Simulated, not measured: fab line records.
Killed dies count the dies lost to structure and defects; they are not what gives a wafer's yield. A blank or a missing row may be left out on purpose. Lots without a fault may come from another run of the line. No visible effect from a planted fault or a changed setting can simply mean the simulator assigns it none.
fab line records	flow sky130
[record] lots = 24	wafers = 72	lastDay = 51
route steps=708 shown VIA3@593 METAL4@600 CAP2M@604 VIA4@657 METAL5@662 PASSIVATION@692
lots that met no fault: taken from a fault-free run of the same line
startH: the number of hours between the record's first day and the start of the first shown wafer of the lot	waitH: hours elapsed since this lot's preceding step	" as in the row above	L1.1+2: one row covering several wafers at once	- no value, or no start given	* or withheld: withheld	< > ~ a bound
route shown NAME@n: NAME is a module with steps in the file, n the number in the route of the first one	usual: mean/standard deviation of fault-free wafers	same: alike in all rows	chamber/n: place in a boat	sites: each site's reading	_std_site: the values' standard deviation	_edge_site: inner sites' mean taken away from outer sites' mean	radiusMm: how far each site lies from the wafer's centre	mask NAME#n: copy n	behind: the tool/chamber that last shaped the wafer	hold: reason for holding the lot/hours on hold/outcome of the hold	device: whichever transistor did not switch (one of n, p or np)	end of line: the same wafers' tests at the end of the route	a step without rows: its recipe alone	killed: dies that structure and defects cost at the first sort, which is not the same as the wafer's yield	map: a wafer's dies, x killed, . not, _ none there
set.NAME: the setting the step ran with; set.NAME@STEP: the setting that earlier step ran with	model.NAME: the simulator's own value behind a step, which no gauge read
route steps across a sampled set of lots; one table per step, one row per wafer
services: the hour from which a tool's chamber was out of use, counted from the record's first day as startH (under 0 if before that day), plus the number of hours and why
[[steps]]
[step SKY_VIA3_SPUTTER_20]
[recipe] material = TiN	targetThkNm = 20	chamberPressurePa = 5	powerW = 4000	timeS = 80
[usual] cathodeDcPowerW = 4000.0/0.73	throttleValvePct = 29.8/1.1
lot.wafer	tool	chamber	startH	waitH	cathodeDcPowerW	throttleValvePct
L074.1	pvdSputter-03	-	937.69	0.0	3999.4	31.3
L074.2	"	-	"	"	4000.0	30.1
L074.3	"	-	"	"	3999.5	29.9
L075.3	pvdSputter-03	-	946.33	0.0	3999.9	30.2
L075.5	"	-	"	"	4000.5	31.5
L075.6	"	-	"	"	3999.9	28.6
L076.2	pvdSputter-02	-	950.40	0.0	4000.0	27.3
L076.4	"	-	"	"	3999.7	31.5
L076.5	"	-	"	"	4000.2	29.1
L077.1	pvdSputter-04	-	964.25	0.0	4000.3	30.5
L077.2	"	-	"	"	3999.9	29.0
L077.5	"	-	"	"	4000.2	30.5
L079.1	pvdSputter-02	-	981.49	0.0	4000.3	31.3
L079.2	"	-	"	"	3999.9	30.1
L079.5	"	-	"	"	3999.5	29.8
L080.1	pvdSputter-04	-	982.42	0.0	3999.8	30.3
L080.2	"	-	"	"	4000.6	29.8
L080.3	"	-	"	"	4000.9	28.5
L078.1	pvdSputter-04	-	983.26	0.0	4000.9	28.9
L078.4	"	-	"	"	3999.4	29.6
L078.6	"	-	"	"	4001.4	30.6
L081.1	pvdSputter-03	-	985.85	0.0	3999.9	30.1
L081.3	"	-	"	"	3999.6	31.4
L081.4	"	-	"	"	3998.7	30.0
L082.1	pvdSputter-02	-	1004.40	0.0	3998.2	29.8
L082.2	"	-	"	"	3999.0	31.8
L082.4	"	-	"	"	3998.8	30.2
L083.1	pvdSputter-04	-	1006.53	0.0	3999.8	30.1
L083.4	"	-	"	"	4000.1	29.7
L083.6	"	-	"	"	4000.8	30.4
L085.2	pvdSputter-04	-	1011.79	0.0	3999.7	29.7
L085.4	"	-	"	"	3999.2	28.7
L085.5	"	-	"	"	4000.8	28.9
L084.1	pvdSputter-04	-	1017.59	0.0	3999.6	29.8
L084.3	"	-	"	"	4000.1	28.7
L084.4	"	-	"	"	3999.7	30.8
L086.2	pvdSputter-02	-	1021.85	0.0	4000.7	29.3
L086.4	"	-	"	"	4000.5	31.6
L086.5	"	-	"	"	3998.8	30.1
L087.4	pvdSputter-02	-	1030.13	0.0	3999.3	29.5
L087.5	"	-	"	"	4001.3	27.3
L087.6	"	-	"	"	4000.1	30.0
L088.1	pvdSputter-02	-	1033.65	0.0	4000.6	27.2
L088.5	"	-	"	"	3999.4	27.5
L088.6	"	-	"	"	3999.9	29.2
L089.1	pvdSputter-03	-	1043.16	0.0	4000.7	28.6
L089.5	"	-	"	"	4000.8	31.3
L089.6	"	-	"	"	4000.2	30.0
L090.2	pvdSputter-03	-	1049.09	0.0	4001.1	29.8
L090.3	"	-	"	"	3999.9	31.3
L090.4	"	-	"	"	3999.8	30.1
L092.3	pvdSputter-03	-	1061.34	0.0	4000.7	30.4
L092.5	"	-	"	"	4000.2	31.4
L092.6	"	-	"	"	4000.5	28.8
L091.1	pvdSputter-03	-	1067.10	0.0	3999.5	31.4
L091.2	"	-	"	"	3999.4	30.4
L091.4	"	-	"	"	4001.0	28.5
L093.1	pvdSputter-04	-	1067.40	0.0	4000.5	29.8
L093.5	"	-	"	"	3998.9	28.7
L093.6	"	-	"	"	3999.5	29.8
L094.1	pvdSputter-04	-	1074.80	0.0	3999.0	29.0
L094.2	"	-	"	"	4000.1	30.6
L094.6	"	-	"	"	3999.4	28.9
L096.1	pvdSputter-04	-	1082.41	0.0	3998.6	30.4
L096.3	"	-	"	"	4000.2	28.9
L096.4	"	-	"	"	4000.4	29.8
L095.1	pvdSputter-02	-	1086.46	0.0	3999.8	29.2
L095.2	"	-	"	"	4000.1	27.3
L095.4	"	-	"	"	3998.8	31.5
L097.1	pvdSputter-03	-	1097.06	0.0	3999.9	31.4
L097.5	"	-	"	"	4000.2	28.6
L097.6	"	-	"	"	3999.3	30.2
[step SKY_METAL4_SPUTTER_02]
[recipe] material = AlCu	targetThkNm = 735	powerW = 10600	timeS = 39.1	chamberPressurePa = 0.4
[usual] cathodeDcPowerW = 10600/2.2	throttleValvePct = 30.0/0.66
lot.wafer	tool	chamber	startH	waitH	cathodeDcPowerW	throttleValvePct
L074.1	pvdSputter-01	-	938.53	0.0	10599	29.5
L074.2	"	-	"	"	10600	29.8
L074.3	"	-	"	"	10599	30.1
L075.3	pvdSputter-04	-	947.05	0.0	10599	30.4
L075.5	"	-	"	"	10603	29.8
L075.6	"	-	"	"	10600	30.8
L076.2	pvdSputter-03	-	951.27	0.0	10597	28.5
L076.4	"	-	"	"	10601	30.1
L076.5	"	-	"	"	10599	31.6
L077.1	pvdSputter-04	-	964.96	0.0	10597	29.7
L077.2	"	-	"	"	10597	28.8
L077.5	"	-	"	"	10599	30.5
L079.1	pvdSputter-01	-	982.20	0.0	10601	30.3
L079.2	"	-	"	"	10600	29.7
L079.5	"	-	"	"	10602	29.7
L080.1	pvdSputter-01	-	983.13	0.0	10600	29.7
L080.2	"	-	"	"	10599	30.5
L080.3	"	-	"	"	10601	30.3
L078.1	pvdSputter-01	-	983.97	0.0	10601	30.7
L078.4	"	-	"	"	10599	29.4
L078.6	"	-	"	"	10594	29.7
L081.1	pvdSputter-03	-	986.56	0.0	10600	29.9
L081.3	"	-	"	"	10600	31.5
L081.4	"	-	"	"	10604	31.4
L082.1	pvdSputter-01	-	1005.12	0.0	10600	29.3
L082.2	"	-	"	"	10600	29.8
L082.4	"	-	"	"	10597	30.2
L083.1	pvdSputter-04	-	1007.25	0.0	10600	30.7
L083.4	"	-	"	"	10602	29.9
L083.6	"	-	"	"	10599	30.6
L085.2	pvdSputter-01	-	1012.50	0.0	10601	30.3
L085.4	"	-	"	"	10598	30.0
L085.5	"	-	"	"	10602	29.7
L084.1	pvdSputter-01	-	1018.31	0.0	10602	30.3
L084.3	"	-	"	"	10598	30.1
L084.4	"	-	"	"	10602	30.5
L086.2	pvdSputter-03	-	1022.57	0.0	10602	29.8
L086.4	"	-	"	"	10601	31.5
L086.5	"	-	"	"	10598	29.9
L087.4	pvdSputter-04	-	1030.85	0.0	10598	30.4
L087.5	"	-	"	"	10602	29.0
L087.6	"	-	"	"	10602	30.7
L088.1	pvdSputter-03	-	1034.36	0.0	10602	30.1
L088.5	"	-	"	"	10602	30.2
L088.6	"	-	"	"	10597	31.5
L089.1	pvdSputter-01	-	1043.87	0.0	10598	30.6
L089.5	"	-	"	"	10596	29.8
L089.6	"	-	"	"	10603	29.5
L090.2	pvdSputter-04	-	1049.81	0.0	10598	30.7
L090.3	"	-	"	"	10599	30.5
L090.4	"	-	"	"	10599	28.7
L092.3	pvdSputter-04	-	1062.20	0.0	10602	28.6
L092.5	"	-	"	"	10602	30.7
L092.6	"	-	"	"	10598	29.9
L091.1	pvdSputter-03	-	1067.84	0.0	10600	31.4
L091.2	"	-	"	"	10598	30.0
L091.4	"	-	"	"	10601	28.6
L093.1	pvdSputter-04	-	1068.16	0.0	10601	28.9
L093.5	"	-	"	"	10604	30.7
L093.6	"	-	"	"	10600	29.8
L094.1	pvdSputter-04	-	1075.52	0.0	10599	29.7
L094.2	"	-	"	"	10598	30.5
L094.6	"	-	"	"	10604	30.5
L096.1	pvdSputter-04	-	1083.12	0.0	10600	30.3
L096.3	"	-	"	"	10600	29.7
L096.4	"	-	"	"	10602	30.7
L095.1	pvdSputter-01	-	1087.40	0.0	10598	30.0
L095.2	"	-	"	"	10601	29.9
L095.4	"	-	"	"	10600	29.7
L097.1	pvdSputter-01	-	1097.77	0.0	10599	30.2
L097.5	"	-	"	"	10595	29.6
L097.6	"	-	"	"	10605	29.9
[step SKY_CAP2M_THK_MEAS_01]
[recipe] reads = SiO2_of_CAP2M_CVD_00
[usual] CAP2M_CVD_00_THK = 15.51/0.24
lot.wafer	tool	chamber	startH	waitH	CAP2M_CVD_00_THK[nm]
L074.1	filmMetro-03	-	938.66	-	15.28
L074.2	"	-	"	"	15.36
L074.3	"	-	"	"	15.27
L075.3	filmMetro-02	-	947.19	-	15.08
L075.5	"	-	"	"	15.34
L075.6	"	-	"	"	15.11
L076.2	filmMetro-02	-	951.41	-	15.23
L076.4	"	-	"	"	15.47
L076.5	"	-	"	"	15.49
L077.1	filmMetro-03	-	965.10	-	15.48
L077.2	"	-	"	"	15.58
L077.5	"	-	"	"	15.66
L079.1	filmMetro-02	-	982.33	-	15.27
L079.2	"	-	"	"	15.46
L079.5	"	-	"	"	15.77
L080.1	filmMetro-02	-	983.26	-	15.29
L080.2	"	-	"	"	15.24
L080.3	"	-	"	"	15.67
L078.1	filmMetro-02	-	984.10	-	15.63
L078.4	"	-	"	"	15.49
L078.6	"	-	"	"	15.42
L081.1	filmMetro-04	-	986.69	-	15.26
L081.3	"	-	"	"	15.64
L081.4	"	-	"	"	15.80
L082.1	filmMetro-04	-	1005.25	-	15.61
L082.2	"	-	"	"	15.21
L082.4	"	-	"	"	15.75
L083.1	filmMetro-04	-	1007.37	-	15.35
L083.4	"	-	"	"	15.49
L083.6	"	-	"	"	15.55
L085.2	filmMetro-03	-	1012.64	-	15.69
L085.4	"	-	"	"	15.47
L085.5	"	-	"	"	16.12
L084.1	filmMetro-02	-	1018.44	-	15.71
L084.3	"	-	"	"	15.62
L084.4	"	-	"	"	15.96
L086.2	filmMetro-02	-	1022.71	-	15.92
L086.4	"	-	"	"	15.64
L086.5	"	-	"	"	15.96
L087.4	filmMetro-02	-	1031.00	-	15.75
L087.5	"	-	"	"	15.60
L087.6	"	-	"	"	15.42
L088.1	filmMetro-03	-	1034.49	-	15.41
L088.5	"	-	"	"	15.40
L088.6	"	-	"	"	15.80
L089.1	filmMetro-02	-	1044.00	-	15.77
L089.5	"	-	"	"	15.46
L089.6	"	-	"	"	15.81
L090.2	filmMetro-04	-	1049.94	-	15.27
L090.3	"	-	"	"	15.45
L090.4	"	-	"	"	15.42
L092.3	filmMetro-02	-	1062.35	-	15.16
L092.5	"	-	"	"	15.30
L092.6	"	-	"	"	15.38
L091.1	filmMetro-04	-	1067.97	-	15.51
L091.2	"	-	"	"	15.59
L091.4	"	-	"	"	15.82
L093.1	filmMetro-02	-	1068.29	-	15.38
L093.5	"	-	"	"	15.49
L093.6	"	-	"	"	15.50
L094.1	filmMetro-03	-	1075.64	-	15.42
L094.2	"	-	"	"	15.24
L094.6	"	-	"	"	15.36
L096.1	filmMetro-03	-	1083.25	-	15.55
L096.3	"	-	"	"	15.39
L096.4	"	-	"	"	15.91
L095.1	filmMetro-02	-	1087.53	-	15.82
L095.2	"	-	"	"	15.34
L095.4	"	-	"	"	15.97
L097.1	filmMetro-04	-	1097.90	-	15.53
L097.5	"	-	"	"	15.89
L097.6	"	-	"	"	15.53
[step SKY_VIA4_CVD_18]
[recipe] material = W	targetThkNm = 505	timeS = 152.14	tempC = 400	pressureTorr = 40
[usual] heaterPowerOuterW = 552/39	heaterPowerW = 918/56
lot.wafer	tool	chamber	startH	waitH	heaterPowerOuterW	heaterPowerW
L074.1	cvdW-01	0	1012.57	0.0	576	938
L074.2	"	1	"	"	554	955
L074.3	"	1	"	"	565	950
L075.3	cvdW-02	1	1021.84	0.1	529	934
L075.5	"	0	"	"	497	813
L075.6	"	1	"	"	528	947
L076.2	cvdW-02	1	1024.98	0.0	537	946
L076.4	"	1	"	"	539	926
L076.5	"	1	"	"	539	928
L077.1	cvdW-02	1	1037.93	0.0	543	938
L077.2	"	0	"	"	494	838
L077.5	"	0	"	"	499	833
L079.1	cvdW-01	0	1054.71	0.0	598	953
L079.2	"	1	"	"	569	966
L079.5	"	0	"	"	603	945
L080.1	cvdW-02	0	1055.86	0.0	498	817
L080.2	"	1	"	"	540	946
L080.3	"	1	"	"	520	934
L078.1	cvdW-01	0	1057.21	0.0	607	961
L078.4	"	0	"	"	601	934
L078.6	"	1	"	"	582	965
L081.1	cvdW-02	0	1059.35	0.0	482	806
L081.3	"	0	"	"	496	819
L081.4	"	1	"	"	520	924
L082.1	cvdW-02	0	1075.52	0.0	490	846
L082.2	"	1	"	"	522	923
L082.4	"	0	"	"	488	826
L083.1	cvdW-01	0	1076.65	0.0	577	963
L083.4	"	0	"	"	586	960
L083.6	"	0	"	"	587	958
L085.2	cvdW-02	0	1082.34	0.0	491	822
L085.4	"	1	"	"	542	931
L085.5	"	1	"	"	525	914
L084.1	cvdW-01	1	1088.20	0.0	577	951
L084.3	"	0	"	"	582	957
L084.4	"	1	"	"	564	979
L086.2	cvdW-01	0	1092.53	0.0	589	939
L086.4	"	0	"	"	598	928
L086.5	"	0	"	"	595	967
L087.4	cvdW-02	1	1099.17	0.1	534	918
L087.5	"	0	"	"	492	822
L087.6	"	1	"	"	526	941
L088.1	cvdW-01	1	1101.82	0.0	585	929
L088.5	"	0	"	"	584	959
L088.6	"	1	"	"	575	958
L089.1	cvdW-01	1	1111.72	0.0	562	990
L089.5	"	1	"	"	576	983
L089.6	"	0	"	"	598	958
L090.2	cvdW-02	1	1115.22	0.0	529	925
L090.3	"	0	"	"	489	816
L090.4	"	1	"	"	541	932
L092.3	cvdW-02	1	1127.17	0.1	531	938
L092.5	"	1	"	"	547	894
L092.6	"	0	"	"	487	814
L091.1	cvdW-01	1	1132.57	0.0	576	960
L091.2	"	0	"	"	598	932
L091.4	"	1	"	"	578	979
L093.1	cvdW-01	0	1134.27	0.0	586	949
L093.5	"	1	"	"	559	955
L093.6	"	0	"	"	603	982
L094.1	cvdW-01	0	1140.01	0.1	591	928
L094.2	"	1	"	"	563	992
L094.6	"	1	"	"	579	948
L096.1	cvdW-01	1	1145.66	0.0	565	952
L096.3	"	1	"	"	581	962
L096.4	"	0	"	"	594	940
L095.1	cvdW-02	0	1149.72	0.0	494	821
L095.2	"	1	"	"	558	939
L095.4	"	0	"	"	506	830
L097.1	cvdW-01	0	1159.04	0.0	602	942
L097.5	"	0	"	"	608	943
L097.6	"	1	"	"	581	945
[step SKY_METAL5_SPUTTER_01]
[recipe] material = TiN	targetThkNm = 20	powerW = 6500	timeS = 16.7	chamberPressurePa = 0.4
[usual] cathodeDcPowerW = 6499.8/1.2	throttleValvePct = 29.9/1.2
lot.wafer	tool	chamber	startH	waitH	cathodeDcPowerW	throttleValvePct
L074.1	pvdSputter-02	-	1013.22	0.0	6500.0	30.0
L074.2	"	-	"	"	6499.2	31.7
L074.3	"	-	"	"	6496.8	28.9
L075.3	pvdSputter-02	-	1022.44	0.0	6500.6	27.3
L075.5	"	-	"	"	6499.7	29.9
L075.6	"	-	"	"	6498.7	27.4
L076.2	pvdSputter-02	-	1025.64	0.0	6500.4	31.8
L076.4	"	-	"	"	6499.5	29.9
L076.5	"	-	"	"	6500.0	27.4
L077.1	pvdSputter-04	-	1038.59	0.0	6500.5	30.4
L077.2	"	-	"	"	6499.0	28.8
L077.5	"	-	"	"	6499.4	30.4
L079.1	pvdSputter-03	-	1055.39	0.0	6501.2	31.3
L079.2	"	-	"	"	6498.6	28.6
L079.5	"	-	"	"	6499.9	30.1
L080.1	pvdSputter-04	-	1056.54	0.0	6497.9	30.4
L080.2	"	-	"	"	6500.5	29.8
L080.3	"	-	"	"	6498.1	28.7
L078.1	pvdSputter-02	-	1058.59	0.0	6499.9	29.9
L078.4	"	-	"	"	6498.9	31.6
L078.6	"	-	"	"	6498.5	31.5
L081.1	pvdSputter-04	-	1060.03	0.0	6499.0	29.9
L081.3	"	-	"	"	6500.3	30.6
L081.4	"	-	"	"	6501.6	30.5
L082.1	pvdSputter-04	-	1076.29	0.0	6500.3	30.4
L082.2	"	-	"	"	6500.3	29.0
L082.4	"	-	"	"	6500.0	29.7
L083.1	pvdSputter-02	-	1077.38	0.0	6501.2	29.9
L083.4	"	-	"	"	6500.4	27.5
L083.6	"	-	"	"	6500.7	31.6
L085.2	pvdSputter-03	-	1082.99	0.0	6499.6	28.7
L085.4	"	-	"	"	6499.4	30.1
L085.5	"	-	"	"	6500.3	28.5
L084.1	pvdSputter-04	-	1088.85	0.0	6499.7	29.8
L084.3	"	-	"	"	6502.1	28.7
L084.4	"	-	"	"	6501.1	30.6
L086.2	pvdSputter-03	-	1093.35	0.0	6498.3	29.9
L086.4	"	-	"	"	6499.4	31.4
L086.5	"	-	"	"	6501.3	28.8
L087.4	pvdSputter-02	-	1099.98	0.0	6500.2	31.6
L087.5	"	-	"	"	6500.1	29.0
L087.6	"	-	"	"	6501.3	31.6
L088.1	pvdSputter-04	-	1102.71	0.0	6499.2	29.7
L088.5	"	-	"	"	6498.6	30.3
L088.6	"	-	"	"	6499.3	30.4
L089.1	pvdSputter-03	-	1112.37	0.0	6501.5	31.2
L089.5	"	-	"	"	6499.9	31.3
L089.6	"	-	"	"	6501.4	30.0
L090.2	pvdSputter-02	-	1115.87	0.0	6500.4	29.9
L090.3	"	-	"	"	6499.2	29.2
L090.4	"	-	"	"	6498.9	27.3
L092.3	pvdSputter-04	-	1128.07	0.0	6498.7	30.5
L092.5	"	-	"	"	6500.5	28.7
L092.6	"	-	"	"	6497.9	30.4
L091.1	pvdSputter-02	-	1133.22	0.0	6498.9	31.3
L091.2	"	-	"	"	6498.7	30.1
L091.4	"	-	"	"	6498.8	27.3
L093.1	pvdSputter-02	-	1134.92	0.0	6498.9	31.2
L093.5	"	-	"	"	6500.2	30.1
L093.6	"	-	"	"	6499.4	27.4
L094.1	pvdSputter-03	-	1140.84	0.0	6499.9	31.3
L094.2	"	-	"	"	6497.9	30.0
L094.6	"	-	"	"	6498.8	31.5
L096.1	pvdSputter-02	-	1146.31	0.0	6501.4	30.0
L096.3	"	-	"	"	6500.4	27.4
L096.4	"	-	"	"	6500.1	27.4
L095.1	pvdSputter-03	-	1150.37	0.0	6500.1	28.6
L095.2	"	-	"	"	6500.2	31.4
L095.4	"	-	"	"	6502.7	30.1
L097.1	pvdSputter-04	-	1159.83	0.0	6499.8	29.0
L097.5	"	-	"	"	6498.8	28.7
L097.6	"	-	"	"	6499.3	30.4
[step SKY_PASSIVATION_ETCH_11]
[recipe] chemistry = CF4/O2	targetDepthNm = 725	stopOn = AlCu	sourceW = 800	biasW = 150	pressureMtorr = 150	cf4FlowSccm = 80	O2_flow_sccm = 10	timeS = 161.1
[usual] drypumpMotorCurrentA = 5.7/0.42	oesProductAu = 0.978/0.007	throttleValvePct = 5.963/0.0093
lot.wafer	tool	chamber	startH	waitH	drypumpMotorCurrentA	oesProductAu	rfHoursCounterH	throttleValvePct
L074.1	rieDiel-03	3	1059.24	-	5.0	0.965	16	5.963
L074.2	"	0	"	"	6.1	0.965	18	5.957
L074.3	"	2	"	"	6.3	0.967	15	5.970
L075.3	rieDiel-01	0	1068.70	-	5.7	0.966	8	5.949
L075.5	"	2	"	"	5.4	0.973	-	5.969
L075.6	"	3	"	"	5.5	0.989	-	5.957
L076.2	rieDiel-01	3	1070.94	-	5.5	0.989	26	5.962
L076.4	"	1	"	"	5.5	0.984	5	5.950
L076.5	"	2	"	"	5.4	0.995	-	5.970
L077.1	rieDiel-03	0	1083.29	-	6.1	0.974	19	5.952
L077.2	"	3	"	"	4.9	0.981	16	5.977
L077.5	"	1	"	"	5.8	0.973	-	5.955
L079.1	rieDiel-04	2	1098.75	-	6.4	0.979	7	5.966
L079.2	"	1	"	"	6.2	0.976	13	5.947
L079.5	"	2	"	"	6.4	0.983	-	5.971
L080.1	rieDiel-01	2	1100.06	-	5.4	0.973	19	5.958
L080.2	"	3	"	"	5.5	0.979	28	5.985
L080.3	"	0	"	"	5.7	0.987	9	5.962
L078.1	rieDiel-01	1	1101.56	-	5.5	0.975	6	5.960
L078.4	"	0	"	"	5.7	0.983	9	5.960
L078.6	"	2	"	"	5.4	0.980	-	5.964
L081.1	rieDiel-03	1	1102.40	-	5.8	0.989	17	5.967
L081.3	"	3	"	"	5.0	0.981	17	5.957
L081.4	"	0	"	"	6.1	0.982	20	5.969
L082.1	rieDiel-01	0	1119.01	-	5.7	0.978	10	5.973
L082.2	"	1	"	"	5.5	0.965	7	5.959
L082.4	"	3	"	"	5.5	0.978	28	5.969
L083.1	rieDiel-03	2	1120.06	-	6.3	0.973	17	5.969
L083.4	"	0	"	"	6.0	0.976	20	5.960
L083.6	"	2	"	"	6.3	0.987	-	5.962
L085.2	rieDiel-01	2	1125.11	-	5.4	0.974	20	5.957
L085.4	"	0	"	"	5.7	0.967	10	5.950
L085.5	"	3	"	"	5.5	0.981	-	5.984
L084.1	rieDiel-04	1	1131.91	-	6.3	0.975	14	5.966
L084.3	"	0	"	"	4.8	0.977	14	5.968
L084.4	"	2	"	"	6.4	0.984	8	5.973
L086.2	rieDiel-03	0	1134.76	-	6.0	0.977	21	5.960
L086.4	"	3	"	"	5.0	0.983	18	5.961
L086.5	"	2	"	"	6.3	0.983	-	5.967
L087.4	rieDiel-01	0	1141.40	-	5.7	0.986	11	5.978
L087.5	"	1	"	"	5.5	0.975	-	5.963
L087.6	"	2	"	"	5.4	0.993	-	5.982
L088.1	rieDiel-04	2	1143.46	-	6.4	0.980	8	5.961
L088.5	"	2	"	"	6.4	0.985	-	5.966
L088.6	"	1	"	"	6.2	0.986	-	5.963
L089.1	rieDiel-03	1	1152.76	-	5.8	0.970	18	5.971
L089.5	"	1	"	"	5.8	0.967	-	5.955
L089.6	"	2	"	"	6.3	0.989	-	5.981
L090.2	rieDiel-03	0	1155.41	-	6.1	0.967	21	5.967
L090.3	"	2	"	"	6.2	0.981	18	5.972
L090.4	"	3	"	"	4.9	0.978	19	5.959
L092.3	rieDiel-04	1	1167.01	-	6.2	0.975	15	5.966
L092.5	"	0	"	"	4.8	0.977	-	5.966
L092.6	"	1	"	"	6.2	0.980	-	5.954
L091.1	rieDiel-01	2	1170.86	-	5.4	0.980	22	5.973
L091.2	"	0	"	"	5.7	0.983	12	5.952
L091.4	"	1	"	"	5.5	0.972	-	5.963
L093.1	rieDiel-01	0	1172.70	-	5.7	0.974	12	5.960
L093.5	"	0	"	"	5.7	0.986	-	5.969
L093.6	"	1	"	"	5.5	0.988	-	5.949
L094.1	rieDiel-01	1	1178.60	-	5.5	0.971	9	5.964
L094.2	"	2	"	"	5.4	0.974	23	5.964
L094.6	"	0	"	"	5.7	0.987	-	5.972
L096.1	rieDiel-01	1	1182.10	-	5.5	0.970	10	5.957
L096.3	"	3	"	"	5.5	0.973	31	5.945
L096.4	"	0	"	"	5.7	0.982	13	5.970
L095.1	rieDiel-04	0	1185.80	-	4.8	0.968	16	5.969
L095.2	"	1	"	"	6.2	0.964	16	5.975
L095.4	"	2	"	"	6.4	0.978	9	5.961
L097.1	rieDiel-01	3	1195.10	-	5.5	0.957	31	5.970
L097.5	"	0	"	"	5.7	0.978	-	5.967
L097.6	"	1	"	"	5.5	0.978	-	5.954
[[services]]
tool	chamber	startH	hours	kind
pvdSputter-04	-	927.69	6.7	repair
cvdW-01	-	944.92	0.8	repair
pvdSputter-04	-	950.27	2.5	repair
pvdSputter-04	-	960.25	0.5	repair
cvdW-01	-	966.15	2.8	pm
rieDiel-01	-	969.94	0.6	repair
rieDiel-01	-	971.82	0.6	repair
pvdSputter-02	-	997.58	3.0	repair
pvdSputter-03	-	1000.23	11.2	repair
pvdSputter-04	-	1010.21	1.1	repair
pvdSputter-03	-	1010.42	7.7	repair
pvdSputter-03	-	1017.47	2.0	repair
rieDiel-01	2	1033.71	3.0	repair
pvdSputter-04	-	1039.13	1.6	repair
cvdW-01	0	1046.10	4.1	repair
pvdSputter-02	-	1062.33	14.3	repair
pvdSputter-02	-	1078.97	2.5	repair
rieDiel-01	2	1082.61	12.5	repair
cvdW-01	0	1092.70	4.0	repair
pvdSputter-02	-	1154.98	3.2	repair
pvdSputter-02	-	1165.88	0.7	repair
rieDiel-01	3	1168.50	4.3	repair
pvdSputter-04	-	1180.42	1.3	repair
pvdSputter-04	-	1194.88	1.5	repair
[[key]]
fault none
